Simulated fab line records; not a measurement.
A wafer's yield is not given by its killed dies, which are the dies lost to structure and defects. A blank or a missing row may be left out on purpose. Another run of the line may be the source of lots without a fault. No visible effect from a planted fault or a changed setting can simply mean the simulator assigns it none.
Which of the tools did it? / flow sky130 / 6 lots, 18 wafers sampled, at 2 steps of a route of 708

WHAT THE GAUGES SHOWED, per wafer
SKY_VIA4_THK_MEAS_20: measures by xrf.
lot=L647; measured=day 43 11:19; on=film-metro-04; VIA4_W_THK (nm)=530 530 505
lot=L649; measured=day 44 09:22; on=film-metro-03; VIA4_W_THK (nm)=507 509 506
lot=L654; measured=day 45 17:11; on=film-metro-03; VIA4_W_THK (nm)=507 509 512
lot=L660; measured=day 47 07:40; on=film-metro-04; VIA4_W_THK (nm)=499 510 504
lot=L664; measured=day 48 01:34; on=film-metro-02; VIA4_W_THK (nm)=507 530 512
lot=L668; measured=day 48 21:06; on=film-metro-03; VIA4_W_THK (nm)=526 509 506

EACH LOT AND THE TOOL THAT RAN IT (in order: tool; ch and the chambers of the sampled wafers; start)
lot=L647; SKY_VIA3_SPUTTER_20=pvd-sputter-04, day 40 06:14
lot=L649; SKY_VIA3_SPUTTER_20=pvd-sputter-01, day 41 06:28
lot=L654; SKY_VIA3_SPUTTER_20=pvd-sputter-03, day 42 19:04
lot=L660; SKY_VIA3_SPUTTER_20=pvd-sputter-04, day 44 13:20
lot=L664; SKY_VIA3_SPUTTER_20=pvd-sputter-04, day 45 08:05
lot=L668; SKY_VIA3_SPUTTER_20=pvd-sputter-04, day 46 05:33
- SKY_VIA3_SPUTTER_20: material TiN, target thk 20 nm, time 80 s.

THE ANSWER, worked out from the rows above alone
Rule: what is usual is taken from the lots themselves. Put in order of their means at a reading, lots are off if they are a third of the lots or fewer, leave a main group of 4 or more, and stand apart from it by a gap of 3 or more times the standard deviation of the main group's means; of several such gaps the widest counts. Not used: any main group whose means are identical at the precision the tables above print for the reading. Also off: a lot with no number at a reading for which 4 or more lots have one. Any other lot the step has rows for is counted as sound.
Across all readings shown, no lot is off: no conclusion can be drawn from this.

WHAT HAD BEEN PUT IN BY THE SIMULATOR
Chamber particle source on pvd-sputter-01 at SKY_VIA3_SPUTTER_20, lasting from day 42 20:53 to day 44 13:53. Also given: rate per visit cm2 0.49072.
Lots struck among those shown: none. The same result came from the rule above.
